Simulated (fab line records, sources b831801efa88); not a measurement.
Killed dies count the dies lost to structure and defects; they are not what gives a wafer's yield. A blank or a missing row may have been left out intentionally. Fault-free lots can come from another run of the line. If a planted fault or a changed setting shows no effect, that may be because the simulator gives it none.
Which tool is to blame?    flow gf180mcu    35 wafers from 12 lots sampled at 4 of the route's 602 steps

WHAT THE GAUGES READ, wafer by wafer
GF_V1_BOW_MEAS_05.
lot   measured      on             V1_BOW (um)
L203  day 17 07:30  film metro-03  74 75 90
L204  day 17 13:17  film metro-03  72 79 77
L206  day 18 08:13  film metro-03  81 74 87
L208  day 19 05:29  film metro-02  82 85 66
L211  day 20 08:01  film metro-01  77 80 75
L213  day 20 20:03  film metro-01  85 85
L214  day 21 05:02  film metro-03  93 91 84
L220  day 23 13:59  film metro-02  79 82 69
L221  day 23 16:43  film metro-01  86 81 85
L222  day 24 02:20  film metro-03  82 91 83
L224  day 24 17:12  film metro-02  72 80 87
L226  day 25 04:50  film metro-01  95 80 94

GF_V1_RS_MEAS_24: measurement is done with a four-point probe.
lot   measured      on             V1_W_RS (ohm/sq)
L203  day 18 08:03  film metro-01  0.322 0.321 0.324
L204  day 18 14:19  film metro-02  0.318 0.321 0.321
L206  day 19 09:20  film metro-02  0.324 0.324 0.329
L208  day 20 07:25  film metro-03  0.331 0.327 0.330
L211  day 21 09:07  film metro-02  0.335 0.339 0.340
L213  day 21 20:53  film metro-03  0.344 0.346 0.343 0.346
L214  day 22 05:56  film metro-03  0.320 0.328 0.320
L220  day 24 13:03  film metro-03  0.323 0.325 0.330
L221  day 24 16:18  film metro-01  0.329 0.330 0.326
L222  day 25 01:48  film metro-01  0.325 0.331 0.329
L224  day 25 16:01  film metro-03  0.332 0.325 0.333
L226  day 26 03:31  film metro-01  0.325 0.332 0.335

WHICH TOOL RAN EACH LOT (tool, then ch and the chambers of the sampled wafers, then the start)
lot   GF_V1_SPUTTER_21              GF_V1_CVD_23
L203  pvd sputter-02, day 18 07:49  cvd w-02 ch 0,1, day 18 07:55
L204  pvd sputter-01, day 18 14:05  cvd w-02 ch 0,1, day 18 14:11
L206  pvd sputter-02, day 19 09:07  cvd w-02 ch 0,1, day 19 09:13
L208  pvd sputter-03, day 20 07:11  cvd w-01 ch 0,1, day 20 07:17
L211  pvd sputter-03, day 21 08:53  cvd w-01 ch 0,1, day 21 08:59
L213  pvd sputter-01, day 21 20:40  cvd w-01 ch 0, day 21 20:46
L214  pvd sputter-01, day 22 05:44  cvd w-02 ch 0,1, day 22 05:50
L220  pvd sputter-03, day 24 12:49  cvd w-01 ch 0,1, day 24 12:55
L221  pvd sputter-01, day 24 16:04  cvd w-01 ch 0,1, day 24 16:10
L222  pvd sputter-03, day 25 01:31  cvd w-01 ch 0,1, day 25 01:40
L224  pvd sputter-03, day 25 15:47  cvd w-01 ch 0,1, day 25 15:53
L226  pvd sputter-03, day 26 03:16  cvd w-01 ch 0,1, day 26 03:25
- GF_V1_SPUTTER_21: material Ti, target thk 15 nm, time 80.02 s.
- GF_V1_CVD_23: deposits W, target thk 350 nm, time 105.05 s.

AS READ BY THE TOOLS THEMSELVES (means over the sampled wafers that have a number; for cases with no such wafer, the mark the record gives instead)
GF_V1_SPUTTER_21.
lot   tool            chamber pressure pa (Pa)  throttle valve pct (%)
L203  pvd sputter-02  4.999                     30.2
L204  pvd sputter-01  5.005                     29.9
L206  pvd sputter-02  5.000                     30.3
L208  pvd sputter-03  5.001                     30.4
L211  pvd sputter-03  5.008                     29.9
L213  pvd sputter-01  4.997                     30.8
L214  pvd sputter-01  5.017                     31.0
L220  pvd sputter-03  5.010                     30.1
L221  pvd sputter-01  4.995                     30.2
L222  pvd sputter-03  5.008                     29.9
L224  pvd sputter-03  4.998                     30.0
L226  pvd sputter-03  5.021                     30.2

GF_V1_CVD_23.
lot   tool      chamber pressure Torr (Torr)  heater power outer w (W)  heater power w (W)
L203  cvd w-02  40.04                         606                       947
L204  cvd w-02  39.93                         603                       948
L206  cvd w-02  40.00                         601                       947
L208  cvd w-01  40.09                         572                       892
L211  cvd w-01  38.54                         574                       912
L213  cvd w-01  37.78                         524                       814
L214  cvd w-02  39.94                         602                       944
L220  cvd w-01  39.90                         638                       987
L221  cvd w-01  39.98                         574                       912
L222  cvd w-01  40.03                         632                       978
L224  cvd w-01  39.96                         577                       899
L226  cvd w-01  39.99                         588                       921

THE ANSWER, worked out from the rows above alone
Rule: the lots themselves supply what counts as usual. The widest of any qualifying gaps counts: lots, ordered by their means at a reading, are off when they make up no more than a third of the lots, leave a main group of 4 or more, and stand apart from it by 3 or more times the standard deviation of that group's means. A main group is skipped when, at the precision printed for the reading in the tables above, its means are all equal. Also off: a lot with no number at a reading for which 4 or more lots have one. Any other lot the step has rows for is counted as sound. The gauges are gone through in route order, then the tools' own readings, and for those a lot's mean is taken as printed above. The first step at which some lot is off is used, and at that step the reading that is off furthest; a lot without a number counts as furthest.
Off: L211, L213, at GF_V1_CVD_23 (chamber pressure Torr). For the main group the mean is 39.99 Torr and the standard deviation 0.054.
If a tool, at that step or one of the process steps before it, ran each lot that is off and ran no sound lot following the first of them, it fits. No candidate that was tried fits.

WHAT WAS PUT IN BY THE SIMULATOR
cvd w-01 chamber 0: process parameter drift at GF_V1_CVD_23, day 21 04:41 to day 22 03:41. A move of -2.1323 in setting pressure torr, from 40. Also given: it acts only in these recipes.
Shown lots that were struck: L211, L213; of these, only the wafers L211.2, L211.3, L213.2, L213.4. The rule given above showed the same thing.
